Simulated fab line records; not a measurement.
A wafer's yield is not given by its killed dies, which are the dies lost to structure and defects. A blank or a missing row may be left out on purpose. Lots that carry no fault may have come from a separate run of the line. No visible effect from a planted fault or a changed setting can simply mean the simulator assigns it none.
fab line records + flow sky130
record:
- lots: 12
- wafers: 36
- lastDay: 49
route steps=708 shown FIELD_ISO@15 PAD_OPEN@708
lots untouched by any fault: they come from a run of this same line in which no faults occurred
startH: the number of hours between the record's first day and the start of the first shown wafer of the lot + waitH: hours from the lot's prior step to this one + " repeats the value in the row above + L1.1+2: several wafers, shown together as one row + - no value, or no start given + * or withheld: withheld + < > ~ a bound
route shown NAME@n: a module of which the file shows steps, and the number in the route of the first + usual: average and standard deviation across the fault-free wafers + same: alike in all rows + chamber/n: place in a boat + sites: readings site by site + _std_site: the values' standard deviation + _edge_site: the outer-site mean with the inner-site mean subtracted + radiusMm: for every site, how far away it sits from the centre of the wafer + mask NAME#n: copy n + behind: the most recent tool/chamber to have shaped the wafer + hold: why the lot was held/for how many hours/how that ended + device: the n, p or np transistor that did not switch + end of line: the route-end tests of the same wafers + step lacking rows: just its recipe + killed: the dies lost at the first sort to structure and to defects; this is not the yield of the wafer + map: a wafer's dies, x killed, . not, _ none there
set.NAME: setting as actually run; set.NAME@STEP: the setting as run at that earlier step + model.NAME: the simulator's own value behind a step, which no gauge read
the route's steps for a sample of lots (tables are steps, rows are wafers)
services: from which hour (startH, from the record's first day; less than 0 if before it) a tool's chamber was out of use, for how many hours, and why
== steps ==
step: SKY_FIELD_ISO_ETCH_14
recipe:
- chemistry: N2/H2
- target: BARC
- ionEnergyEv: 200
- sourceW: 500
- biasW: 100
- pressureMtorr: 30
- n2FlowSccm: 100
- h2FlowSccm: 200
- stopOn: SiO2
- timeS: 45.9
- targetDepthA: 600
usual:
- drypumpMotorCurrentA: 5.7/0.41
- oesProductAu: 0.854/0.0048
- throttleValvePct: 13.225/0.0083
| lot.wafer | tool       | chamber | startH | waitH | drypumpMotorCurrentA | oesProductAu | rfHoursCounterH | throttleValvePct |
|-----------|------------|---------|--------|-------|----------------------|--------------|-----------------|------------------|
| L128.1    | rieDiel-02 | 0       | 31.10  | 0.1   | 6.1                  | 0.856        | 143             | 13.231           |
| L128.2    | "          | 3       | "      | "     | 5.6                  | 0.852        | 146             | 13.221           |
| L128.5    | "          | 1       | "      | "     | 5.6                  | 0.857        | -               | 13.223           |
| L131.1    | rieDiel-02 | 3       | 46.15  | 0.1   | 5.6                  | 0.849        | 146             | 13.236           |
| L131.4    | "          | 1       | "      | "     | 5.6                  | 0.849        | 114             | 13.210           |
| L131.5    | "          | 1       | "      | "     | 5.6                  | 0.857        | -               | 13.228           |
| L132.2    | rieDiel-01 | 3       | 49.49  | 0.1   | 6.0                  | 0.847        | 171             | 13.217           |
| L132.3    | "          | 2       | "      | "     | 5.2                  | 0.856        | 160             | 13.215           |
| L132.5    | "          | 0       | "      | "     | 6.1                  | 0.853        | -               | 13.232           |
| L133.2    | rieDiel-01 | 0       | 54.04  | 0.1   | 6.1                  | 0.851        | 78              | 13.242           |
| L133.4    | "          | 1       | "      | "     | 5.1                  | 0.844        | 33              | 13.224           |
| L133.6    | "          | 2       | "      | "     | 5.2                  | 0.853        | -               | 13.218           |
| L134.1    | rieDiel-04 | 1       | 59.10  | 0.1   | 5.0                  | 0.849        | 3               | 13.224           |
| L134.2    | "          | 2       | "      | "     | 6.2                  | 0.850        | 44              | 13.215           |
| L134.4    | "          | 0       | "      | "     | 6.0                  | 0.856        | 47              | 13.220           |
| L135.4    | rieDiel-01 | 0       | 67.07  | 0.1   | 6.1                  | 0.864        | -               | 13.217           |
| L135.5    | "          | 2       | "      | "     | 5.2                  | 0.856        | -               | 13.225           |
| L135.6    | "          | 1       | "      | "     | 5.1                  | 0.860        | -               | 13.242           |
| L136.1    | rieDiel-04 | 1       | 69.99  | 0.1   | 5.0                  | 0.860        | 3               | 13.226           |
| L136.2    | "          | 2       | "      | "     | 6.2                  | 0.860        | 44              | 13.213           |
| L136.6    | "          | 1       | "      | "     | 5.0                  | 0.860        | -               | 13.230           |
| L138.2    | rieDiel-02 | 0       | 81.34  | 0.1   | 6.1                  | 0.858        | 144             | 13.229           |
| L138.4    | "          | 2       | "      | "     | 5.6                  | 0.862        | 3               | 13.229           |
| L138.6    | "          | 2       | "      | "     | 5.7                  | 0.856        | -               | 13.225           |
| L141.2    | rieDiel-04 | 0       | 95.90  | 0.1   | 6.0                  | 0.858        | 48              | 13.227           |
| L141.3    | "          | 2       | "      | "     | 6.2                  | 0.850        | 45              | 13.227           |
| L141.5    | "          | 3       | "      | "     | 5.9                  | 0.855        | -               | 13.228           |
| L142.1    | rieDiel-01 | 0       | 101.85 | 0.1   | 6.1                  | 0.850        | 79              | 13.235           |
| L142.3    | "          | 2       | "      | "     | 5.2                  | 0.854        | 161             | 13.225           |
| L142.4    | "          | 3       | "      | "     | 6.0                  | 0.855        | 0               | 13.223           |
| L144.2    | rieDiel-01 | 2       | 111.89 | 0.1   | 5.2                  | 0.858        | 161             | 13.222           |
| L144.4    | "          | 1       | "      | "     | 5.1                  | 0.861        | 34              | 13.225           |
| L144.6    | "          | 1       | "      | "     | 5.1                  | 0.852        | -               | 13.207           |
| L145.1    | rieDiel-04 | 2       | 116.49 | 0.1   | 6.2                  | 0.848        | 45              | 13.219           |
| L145.3    | "          | 1       | "      | "     | 5.0                  | 0.856        | 4               | 13.208           |
| L145.4    | "          | 0       | "      | "     | 6.0                  | 0.855        | 48              | 13.220           |
step: SKY_FIELD_ISO_ETCH_15
recipe:
- chemistry: CHF3/O2
- targetDepthNm: 180
- stopOn: Si
- sourceW: 600
- biasW: 200
- pressureMtorr: 40
- chf3FlowSccm: 50
- O2_flow_sccm: 5
- timeS: 72
usual:
- drypumpMotorCurrentA: 5.7/0.41
- oesProductAu: 0.944/0.0064
- throttleValvePct: 8.843/0.0093
| lot.wafer | tool       | chamber | startH | waitH | drypumpMotorCurrentA | oesProductAu | rfHoursCounterH | throttleValvePct |
|-----------|------------|---------|--------|-------|----------------------|--------------|-----------------|------------------|
| L128.1    | rieDiel-02 | 0       | 31.14  | 0.0   | 6.1                  | 0.949        | 143             | 8.830            |
| L128.2    | "          | 3       | "      | "     | 5.6                  | 0.947        | 146             | 8.843            |
| L128.5    | "          | 1       | "      | "     | 5.6                  | 0.945        | -               | 8.845            |
| L131.1    | rieDiel-02 | 3       | 46.19  | 0.0   | 5.6                  | 0.955        | 146             | 8.852            |
| L131.4    | "          | 1       | "      | "     | 5.6                  | 0.938        | 114             | 8.836            |
| L131.5    | "          | 1       | "      | "     | 5.6                  | 0.942        | -               | 8.841            |
| L132.2    | rieDiel-01 | 3       | 49.53  | 0.0   | 6.0                  | 0.949        | 171             | 8.854            |
| L132.3    | "          | 2       | "      | "     | 5.2                  | 0.949        | 160             | 8.852            |
| L132.5    | "          | 0       | "      | "     | 6.1                  | 0.943        | -               | 8.859            |
| L133.2    | rieDiel-01 | 0       | 54.08  | 0.0   | 6.1                  | 0.938        | 78              | 8.851            |
| L133.4    | "          | 1       | "      | "     | 5.1                  | 0.946        | 33              | 8.842            |
| L133.6    | "          | 2       | "      | "     | 5.1                  | 0.948        | -               | 8.838            |
| L134.1    | rieDiel-04 | 1       | 59.14  | 0.0   | 4.9                  | 0.947        | 3               | 8.852            |
| L134.2    | "          | 2       | "      | "     | 6.2                  | 0.948        | 44              | 8.828            |
| L134.4    | "          | 0       | "      | "     | 6.0                  | 0.949        | 47              | 8.836            |
| L135.4    | rieDiel-01 | 0       | 67.12  | 0.0   | 6.1                  | 0.944        | -               | 8.847            |
| L135.5    | "          | 2       | "      | "     | 5.1                  | 0.941        | -               | 8.848            |
| L135.6    | "          | 1       | "      | "     | 5.1                  | 0.944        | -               | 8.838            |
| L136.1    | rieDiel-04 | 1       | 70.03  | 0.0   | 5.0                  | 0.951        | 3               | 8.846            |
| L136.2    | "          | 2       | "      | "     | 6.2                  | 0.943        | 44              | 8.842            |
| L136.6    | "          | 1       | "      | "     | 4.9                  | 0.955        | -               | 8.846            |
| L138.2    | rieDiel-02 | 0       | 81.38  | 0.0   | 6.1                  | 0.949        | 144             | 8.844            |
| L138.4    | "          | 2       | "      | "     | 5.6                  | 0.941        | 3               | 8.841            |
| L138.6    | "          | 2       | "      | "     | 5.6                  | 0.938        | -               | 8.828            |
| L141.2    | rieDiel-04 | 0       | 95.94  | 0.0   | 6.0                  | 0.941        | 48              | 8.831            |
| L141.3    | "          | 2       | "      | "     | 6.2                  | 0.941        | 45              | 8.842            |
| L141.5    | "          | 3       | "      | "     | 5.9                  | 0.945        | -               | 8.839            |
| L142.1    | rieDiel-01 | 0       | 101.89 | 0.0   | 6.0                  | 0.942        | 79              | 8.828            |
| L142.3    | "          | 2       | "      | "     | 5.2                  | 0.941        | 161             | 8.841            |
| L142.4    | "          | 3       | "      | "     | 6.0                  | 0.943        | 0               | 8.832            |
| L144.2    | rieDiel-01 | 2       | 111.93 | 0.0   | 5.1                  | 0.941        | 161             | 8.828            |
| L144.4    | "          | 1       | "      | "     | 5.0                  | 0.936        | 34              | 8.832            |
| L144.6    | "          | 1       | "      | "     | 5.0                  | 0.934        | -               | 8.844            |
| L145.1    | rieDiel-04 | 2       | 116.53 | 0.0   | 6.2                  | 0.945        | 45              | 8.836            |
| L145.3    | "          | 1       | "      | "     | 4.9                  | 0.938        | 4               | 8.831            |
| L145.4    | "          | 0       | "      | "     | 6.0                  | 0.951        | 48              | 8.846            |
step: SKY_FIELD_ISO_THK_MEAS_23
recipe:
- reads: SiO2_of_FIELD_ISO_OXIDATION_22
usual:
- FIELD_ISO_OXIDATION_01_THK: 10.10/0.18
| lot.wafer | tool         | chamber | startH | waitH | FIELD_ISO_OXIDATION_01_THK[nm] |
|-----------|--------------|---------|--------|-------|--------------------------------|
| L128.1    | filmMetro-04 | -       | 32.82  | 0.0   | 9.91                           |
| L128.2    | "            | -       | "      | "     | 9.93                           |
| L128.5    | "            | -       | "      | "     | 9.84                           |
| L131.1    | filmMetro-03 | -       | 49.03  | 0.0   | 10.12                          |
| L131.4    | "            | -       | "      | "     | 10.05                          |
| L131.5    | "            | -       | "      | "     | 9.92                           |
| L132.2    | filmMetro-03 | -       | 53.06  | 0.0   | 9.80                           |
| L132.3    | "            | -       | "      | "     | 10.06                          |
| L132.5    | "            | -       | "      | "     | 10.12                          |
| L133.2    | filmMetro-03 | -       | 55.92  | 0.0   | 9.96                           |
| L133.4    | "            | -       | "      | "     | 9.91                           |
| L133.6    | "            | -       | "      | "     | 9.96                           |
| L134.1    | filmMetro-01 | -       | 61.86  | 0.0   | 9.88                           |
| L134.2    | "            | -       | "      | "     | 9.95                           |
| L134.4    | "            | -       | "      | "     | 9.87                           |
| L135.4    | filmMetro-04 | -       | 70.06  | 0.0   | 10.17                          |
| L135.5    | "            | -       | "      | "     | 10.00                          |
| L135.6    | "            | -       | "      | "     | 10.26                          |
| L136.1    | filmMetro-04 | -       | 72.81  | 0.0   | 9.96                           |
| L136.2    | "            | -       | "      | "     | 10.06                          |
| L136.6    | "            | -       | "      | "     | 9.97                           |
| L138.2    | filmMetro-04 | -       | 83.06  | 0.0   | 10.37                          |
| L138.4    | "            | -       | "      | "     | 10.21                          |
| L138.6    | "            | -       | "      | "     | 10.26                          |
| L141.2    | filmMetro-01 | -       | 97.63  | 0.0   | 10.45                          |
| L141.3    | "            | -       | "      | "     | 10.46                          |
| L141.5    | "            | -       | "      | "     | 10.33                          |
| L142.1    | filmMetro-03 | -       | 103.57 | 0.0   | 9.96                           |
| L142.3    | "            | -       | "      | "     | 10.17                          |
| L142.4    | "            | -       | "      | "     | 10.02                          |
| L144.2    | filmMetro-01 | -       | 114.34 | 0.0   | 9.74                           |
| L144.4    | "            | -       | "      | "     | 9.91                           |
| L144.6    | "            | -       | "      | "     | 9.99                           |
| L145.1    | filmMetro-03 | -       | 119.90 | 0.0   | 10.48                          |
| L145.3    | "            | -       | "      | "     | 10.46                          |
| L145.4    | "            | -       | "      | "     | 10.26                          |
step: SKY_FIELD_ISO_CMP_27
recipe:
- stopOn: Si3N4
- tOverpolishS: 16
- downForcePsi: 4
- platenRpm: 60
- targetThkNm: 457.8
- padVelocityMS: 0.94248
usual:
- motorCurrentA: 12.0/0.88
- overpolishRunS: 15.999/0.0096
- timeToEndpointS: 111/5.5
same:
- tOverpolishS: 16
| lot.wafer | tool   | chamber | startH | waitH | motorCurrentA | overpolishRunS | timeToEndpointS |
|-----------|--------|---------|--------|-------|---------------|----------------|-----------------|
| L128.2    | cmp-02 | 3       | 34.65  | 0.1   | 11.1          | 16.003         | 121             |
| L128.1    | "      | 0       | "      | "     | 12.4          | 16.005         | 117             |
| L128.5    | "      | 1       | "      | "     | 11.6          | 15.999         | 110             |
| L131.1    | cmp-01 | 0       | 51.97  | 0.1   | 13.4          | 16.006         | 105             |
| L131.4    | "      | 1       | "      | "     | 11.5          | 16.012         | 105             |
| L131.5    | "      | 2       | "      | "     | 12.1          | 16.002         | 105             |
| L132.2    | cmp-02 | 0       | 54.74  | 0.0   | 12.9          | 15.993         | 114             |
| L132.3    | "      | 1       | "      | "     | 11.3          | 15.999         | 104             |
| L132.5    | "      | 1       | "      | "     | 12.2          | 15.998         | 107             |
| L133.4    | cmp-02 | 1       | 58.80  | 0.1   | 12.4          | 15.990         | 102             |
| L133.2    | "      | 2       | "      | "     | 11.8          | 16.007         | 111             |
| L133.6    | "      | 0       | "      | "     | 11.9          | 15.982         | 112             |
| L134.1    | cmp-02 | 3       | 64.58  | 0.0   | 10.7          | 16.002         | 121             |
| L134.2    | "      | 1       | "      | "     | 11.5          | 16.006         | 108             |
| L134.4    | "      | 2       | "      | "     | 11.3          | 15.996         | 115             |
| L135.4    | cmp-01 | 3       | 72.57  | 0.1   | 12.0          | 16.009         | 111             |
| L135.6    | "      | 1       | "      | "     | 11.3          | 16.011         | 109             |
| L135.5    | "      | 2       | "      | "     | 12.3          | 15.998         | 114             |
| L136.1    | cmp-02 | 3       | 74.60  | 0.1   | 10.0          | 15.986         | 118             |
| L136.2    | "      | 0       | "      | "     | 12.6          | 16.012         | 114             |
| L136.6    | "      | 2       | "      | "     | 12.0          | 15.999         | 113             |
| L138.2    | cmp-01 | 0       | 84.79  | 0.1   | 13.1          | 15.997         | 101             |
| L138.4    | "      | 2       | "      | "     | 13.1          | 15.978         | 107             |
| L138.6    | "      | 3       | "      | "     | 12.2          | 16.007         | 107             |
| L141.3    | cmp-01 | 0       | 99.58  | 0.1   | 13.1          | 16.003         | 105             |
| L141.2    | "      | 1       | "      | "     | 11.5          | 16.010         | 99              |
| L141.5    | "      | 3       | "      | "     | 11.8          | 15.994         | 106             |
| L142.3    | cmp-02 | 0       | 106.37 | 0.1   | 12.0          | 15.992         | 114             |
| L142.1    | "      | 1       | "      | "     | 11.5          | 16.015         | 108             |
| L142.4    | "      | 2       | "      | "     | 12.2          | 15.998         | 116             |
| L144.4    | cmp-01 | 2       | 117.36 | 0.0   | 13.3          | 15.997         | 110             |
| L144.2    | "      | 3       | "      | "     | 12.1          | 16.008         | 108             |
| L144.6    | "      | 3       | "      | "     | 12.2          | 15.983         | 218             |
| L145.4    | cmp-01 | 0       | 121.59 | 0.0   | 13.7          | 15.975         | 106             |
| L145.1    | "      | 2       | "      | "     | 12.4          | 16.009         | 212             |
| L145.3    | "      | 3       | "      | "     | 12.2          | 16.002         | 108             |
step: SKY_PAD_OPEN_PROBE_99
usual:
- killed_at_M0_to_M3: 43/7.3
- killed_at_M4_up: 3.1/1.7
- killedAtContacts: 25/5.3
- killedAtFrontEnd: 14/4.1
- killedAtOther: 0.3/0.56
- killedDies: 85/9.4
- killedOpen: 46/7.4
- killedShort: 38/5.8
same:
- grossDies: 492
- killedAtBackSide: 0
| lot.wafer | tool      | chamber | startH  | waitH | killed_at_M0_to_M3 | killed_at_M4_up | killedAtContacts | killedAtFrontEnd | killedAtOther | killedDies | killedOpen | killedShort |
|-----------|-----------|---------|---------|-------|--------------------|-----------------|------------------|------------------|---------------|------------|------------|-------------|
| L132.2    | prober-02 | -       | 1102.21 | 0.1   | 35                 | 3               | 30               | 14               | 2             | 84         | 44         | 38          |
| L132.3    | prober-02 | -       | 1102.26 | 0.2   | 33                 | 2               | 37               | 19               | 1             | 92         | 48         | 44          |
| L132.5    | prober-02 | -       | 1102.36 | 0.2   | 47                 | 1               | 28               | 15               | 1             | 92         | 48         | 42          |
| L141.2    | prober-02 | -       | 1150.94 | 0.1   | 43                 | 4               | 31               | 20               | 2             | 100        | 48         | 52          |
| L141.3    | prober-02 | -       | 1150.99 | 0.2   | 34                 | 1               | 18               | 9                | 0             | 62         | 35         | 27          |
| L141.5    | prober-02 | -       | 1151.09 | 0.2   | 52                 | 4               | 18               | 15               | 0             | 89         | 42         | 47          |
| L142.1    | prober-01 | -       | 1161.66 | 0.1   | 46                 | 1               | 21               | 16               | 0             | 84         | 46         | 38          |
| L142.3    | prober-01 | -       | 1161.76 | 0.2   | 41                 | 2               | 22               | 16               | 0             | 81         | 44         | 37          |
| L142.4    | prober-01 | -       | 1161.81 | 0.2   | 43                 | 2               | 23               | 15               | 1             | 84         | 52         | 32          |
killed by level:class
L132.2 LI_CONTACT:geometricParticle:open=12 CONTACT:geometricParticle:open=7 METAL1:geometricParticle:short=7 VIA1:geometricParticle:open=6 VIA2:geometricParticle:open=6 LI_CONTACT:geometricParticle:short=5 CONTACT:geometricParticle:short=5 POLY_GATE:geometricParticle:short=4
L132.3 CONTACT:geometricParticle:open=13 LI_CONTACT:geometricParticle:open=7 VIA3:geometricParticle:short=7 FIELD_ISO:geometricParticle:short=6 VIA1:geometricParticle:open=6 FIELD_ISO:geometricParticle:open=5 LOCAL_INTERCONNECT:geometricParticle:short=5 CONTACT:geometricParticle:short=5
L132.5 LI_CONTACT:geometricParticle:open=11 VIA1:geometricParticle:open=11 METAL2:geometricParticle:short=9 CONTACT:geometricParticle:open=8 METAL1:geometricParticle:short=5 VIA1:geometricParticle:short=5 VIA3:geometricParticle:open=5 FIELD_ISO:geometricParticle:open=4
L141.2 VIA2:geometricParticle:open=9 CONTACT:geometricParticle:open=9 VIA1:geometricParticle:open=9 METAL1:geometricParticle:short=7 CONTACT:geometricParticle:short=7 FIELD_ISO:geometricParticle:short=6 LI_CONTACT:geometricParticle:open=6 METAL2:geometricParticle:short=5
L141.3 VIA1:geometricParticle:open=8 CONTACT:geometricParticle:open=7 VIA3:geometricParticle:open=6 METAL2:geometricParticle:short=6 LOCAL_INTERCONNECT:geometricParticle:short=5 FIELD_ISO:geometricParticle:open=4 CONTACT:geometricParticle:short=4 VIA1:geometricParticle:short=3
L141.5 VIA1:geometricParticle:open=14 METAL1:geometricParticle:short=8 POLY_GATE:geometricParticle:short=6 CONTACT:geometricParticle:open=6 VIA1:geometricParticle:short=6 CONTACT:geometricParticle:short=5 VIA3:geometricParticle:open=5 METAL3:geometricParticle:short=4
L142.1 VIA1:geometricParticle:open=10 LI_CONTACT:geometricParticle:open=9 VIA3:geometricParticle:open=8 POLY_GATE:geometricParticle:open=7 METAL2:geometricParticle:short=7 VIA1:geometricParticle:short=6 METAL1:geometricParticle:short=5 POLY_GATE:geometricParticle:short=4
L142.3 VIA1:geometricParticle:open=12 LI_CONTACT:geometricParticle:open=8 CONTACT:geometricParticle:open=6 POLY_GATE:geometricParticle:short=5 VIA1:geometricParticle:short=5 VIA2:geometricParticle:open=5 METAL1:geometricParticle:short=4 POLY_GATE:geometricParticle:open=4
L142.4 VIA1:geometricParticle:open=13 LI_CONTACT:geometricParticle:open=8 CONTACT:geometricParticle:open=8 VIA2:geometricParticle:open=6 VIA1:geometricParticle:short=5 FIELD_ISO:geometricParticle:open=4 LOCAL_INTERCONNECT:geometricParticle:short=4 METAL1:geometricParticle:short=4
== services ==
| tool       | chamber | startH | hours | kind                          |
|------------|---------|--------|-------|-------------------------------|
| rieDiel-02 | 1       | 9.96   | 10.2  | repair                        |
| cmp-02     | -       | 11.95  | 0.9   | repair                        |
| cmp-01     | -       | 14.75  | 5.5   | pm                            |
| cmp-01     | -       | 23.06  | 11.7  | pm                            |
| cmp-01     | -       | 39.86  | 2.0   | repair                        |
| rieDiel-02 | 0       | 58.91  | 9.7   | repair                        |
| rieDiel-01 | 3       | 59.89  | -     | clean                         |
| rieDiel-01 | 3       | 59.89  | 25.1  | scheduledDown                 |
| rieDiel-01 | 3       | 59.89  | 25.1  | ventCycle                     |
| cmp-01     | -       | 64.00  | 4.0   | pm                            |
| cmp-01     | -       | 68.00  | -     | consumableReplace:conditioner |
| cmp-01     | -       | 68.00  | -     | consumableReplace:pad         |
| cmp-01     | -       | 74.48  | 1.5   | repair                        |
| rieDiel-04 | 2       | 74.60  | 11.0  | repair                        |
| cmp-02     | -       | 76.99  | 1.3   | repair                        |
| cmp-02     | -       | 94.04  | 0.4   | repair                        |
| cmp-01     | -       | 113.05 | 0.5   | repair                        |
| rieDiel-01 | 2       | 115.24 | -     | clean                         |
| rieDiel-01 | 2       | 115.24 | -     | consumableReplace:esc         |
| rieDiel-01 | 2       | 115.24 | 29.4  | scheduledDown                 |
| rieDiel-01 | 2       | 115.24 | 29.4  | ventCycle                     |
== key ==
firstSign:
- step: SKY_FIELD_ISO_CMP_27
- reading: timeToEndpointS
- direction: up
- sigmas: 19
- usual: *
- struck: *
effect none on later readings
metAt SKY_FIELD_ISO_CMP_27
struckLots L144,L145
struckWafers L144.6,L145.1
testerLeftOut L144,L145
notActingAt SKY_FIELD_ISO_ETCH_14,SKY_FIELD_ISO_ETCH_15,SKY_FIELD_ISO_THK_MEAS_23
onsetBetween 99.58 117.36
fault:
- kind: processParameterDrift
- tool: cmp-01
- chamber: -
- onsetH: 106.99
- steps: SKY_FIELD_ISO_CMP_27
- channel: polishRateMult
- offset: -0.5
- shape: step
- endH: 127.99
- scope: struckWafersOnly
testerLeftOut: of these lots the tester's yield and bins aren't shown, on N5 and GAA mostly nor the transistor test; their killed dies are dies lost to structure and defects alone, not to doping, threshold or leakage, so they don't give the yield
